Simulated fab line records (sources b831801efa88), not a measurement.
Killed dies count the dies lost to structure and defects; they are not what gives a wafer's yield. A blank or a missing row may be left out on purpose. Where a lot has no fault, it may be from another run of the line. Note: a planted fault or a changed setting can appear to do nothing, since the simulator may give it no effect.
Matching of chambers / flow gf180mcu / 4 sister chambers for GF_STI_CMP_25 on cmp-02
The step polishes, stops on Si3N4, t overpolish 33 s, target thk 524.6 nm. 8 wafers are shown with their chamber, then 7 later ones without.

== WAFERS WITH THEIR CHAMBER ==
wafer=L775.5; chamber=0; motor_current_A (A)=12.3; retaining_ring_pressure_frac=0.994
wafer=L779.5; chamber=2; motor_current_A (A)=11.6; retaining_ring_pressure_frac=1.002
wafer=L781.6; chamber=1; motor_current_A (A)=13.1; retaining_ring_pressure_frac=0.999
wafer=L782.1; chamber=3; motor_current_A (A)=14.5; retaining_ring_pressure_frac=0.999
wafer=L782.3; chamber=1; motor_current_A (A)=13.2; retaining_ring_pressure_frac=0.997
wafer=L782.4; chamber=2; motor_current_A (A)=11.4; retaining_ring_pressure_frac=0.996
wafer=L791.1; chamber=0; motor_current_A (A)=11.9; retaining_ring_pressure_frac=0.998
wafer=L791.4; chamber=3; motor_current_A (A)=15.0; retaining_ring_pressure_frac=0.999

== WAFERS WHOSE CHAMBER IS MISSING ==
wafer=L791.5; motor_current_A (A)=13.3; retaining_ring_pressure_frac=0.994
wafer=L794.1; motor_current_A (A)=11.7; retaining_ring_pressure_frac=1.002
wafer=L794.3; motor_current_A (A)=14.8; retaining_ring_pressure_frac=0.991
wafer=L794.6; motor_current_A (A)=14.7; retaining_ring_pressure_frac=1.000
wafer=L798.3; motor_current_A (A)=14.9; retaining_ring_pressure_frac=1.005
wafer=L798.4; motor_current_A (A)=13.8; retaining_ring_pressure_frac=0.998
wafer=L798.6; motor_current_A (A)=11.5; retaining_ring_pressure_frac=1.007

== WHICH CHAMBER EACH WENT THROUGH ==
wafer=L791.5; from the rows above=1; in truth=1
wafer=L794.1; from the rows above=can't be placed: 2 or 0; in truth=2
wafer=L794.3; from the rows above=3; in truth=3
wafer=L794.6; from the rows above=3; in truth=3
wafer=L798.3; from the rows above=3; in truth=3
wafer=L798.4; from the rows above=can't be placed: 1 or 3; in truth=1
wafer=L798.6; from the rows above=can't be placed: 2 or 0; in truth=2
Correct placement for 4 of the 7. From these rows, 3 cannot be placed; in 3 the true chamber is one of the candidates. Number placed wrongly: 0.
How it was worked out, from the rows above alone: a wafer's distance from a chamber is the root of the sum, over the readings, of the square of ((its reading less the chamber's mean) divided by the reading's scatter). The wafer belongs to the nearest chamber; if the next one is less than 2 further off, it can't be placed. A chamber's mean is the mean of its shown wafers. The scatter: take each reading less its chamber's mean, square it, sum over the shown wafers, divide by the number of wafers less the number of chambers, and take the root.
